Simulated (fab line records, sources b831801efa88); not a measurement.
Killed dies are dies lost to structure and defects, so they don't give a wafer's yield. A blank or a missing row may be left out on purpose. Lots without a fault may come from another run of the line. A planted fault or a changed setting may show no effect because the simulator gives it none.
One fault seen from 2 desks | flow gf180mcu | each desk has only its own numbers; what lay behind them comes last

THE METROLOGY DESK
What the gauges read, lot by lot, whatever tool the lot ran on: means of the sampled wafers that have a number. A lot is out of limits, marked OUT, if its mean lies more than 4 standard deviations from the usual mean; the brackets give that distance.
Columns: A = V2_BOW at GF_V2_BOW_MEAS_05, usual 97 um; B = V2_W_RS at GF_V2_RS_MEAS_24, usual 0.327 ohm/sq; C = V2_W_THK at GF_V2_THK_MEAS_25, usual 358 nm; D = cd_nm at GF_M3_CD_MEAS_14, usual 280.4 nm
lot  | first seen here | A   | B               | C             | D
L331 | day 19 10:44    | 92  | 0.327           | 359           | 279.4
L332 | day 19 14:59    | 94  | 0.329           | 353           | 280.9
L335 | day 20 22:38    | 105 | 0.324           | 364           | 280.2
L337 | day 21 17:59    | 98  | 0.329           | 359           | 279.1
L338 | day 22 04:25    | 96  | 0.323           | 364           | 280.7
L339 | day 22 12:50    | 105 | 0.327           | 354           | 280.1
L341 | day 23 07:53    | 97  | 0.555 (+67) OUT | 275 (-15) OUT | 283.5
L343 | day 23 22:43    | 95  | 0.537 (+62) OUT | 280 (-14) OUT | 278.6
L351 | day 26 08:08    | 95  | 0.326           | 362           | 280.5
L353 | day 27 01:10    | 110 | 0.330           | 355           | 281.1
L354 | day 27 04:09    | 103 | 0.328           | 359           | 280.5
This desk's finding: out of limits on L341, L343; first on L341, day 24 07:23 (V2_W_RS at GF_V2_RS_MEAS_24). In limits: L331, L332, L335, L337, L338, L339, L351, L353, L354.

THE TOOL OWNER'S DESK: cvd_w-01
The tool's own readings at GF_V2_CVD_23 (deposits W, target thk 350 nm, time 104.94 s): means of the sampled wafers that have a number, for each lot that ran on this tool. A lot is out of limits, marked OUT, if its mean lies more than 4 standard deviations from the usual mean; the brackets give that distance.
Columns: A = heater_power_w at GF_V2_CVD_23, usual 859 W
lot  | first seen here | A
L335 | day 21 23:19    | 817
L337 | day 22 18:48    | 815
L338 | day 23 05:05    | 803
L339 | day 23 12:07    | 755
L341 | day 24 07:17    | 827
L343 | day 24 21:46    | 820
L353 | day 27 22:14    | 885
L354 | day 28 01:56    | 828
This desk's finding: nothing out of limits on any of the 8 lots.

PUT TOGETHER
The metrology desk could have raised an alarm at day 24 07:23, on L341, L343.
The tool owner's desk saw nothing out of limits.
The tool owner's desk has L341, L343 on record, within its limits.
Of the lots named, all ran GF_V2_CVD_23 on cvd_w-01.

WHAT THE SIMULATOR HAD PUT IN
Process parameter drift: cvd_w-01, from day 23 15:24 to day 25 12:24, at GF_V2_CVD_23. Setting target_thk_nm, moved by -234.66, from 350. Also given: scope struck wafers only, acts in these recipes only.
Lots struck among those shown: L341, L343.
Hours from the fault's start to each desk's first reading out of limits: the metrology desk, 16.
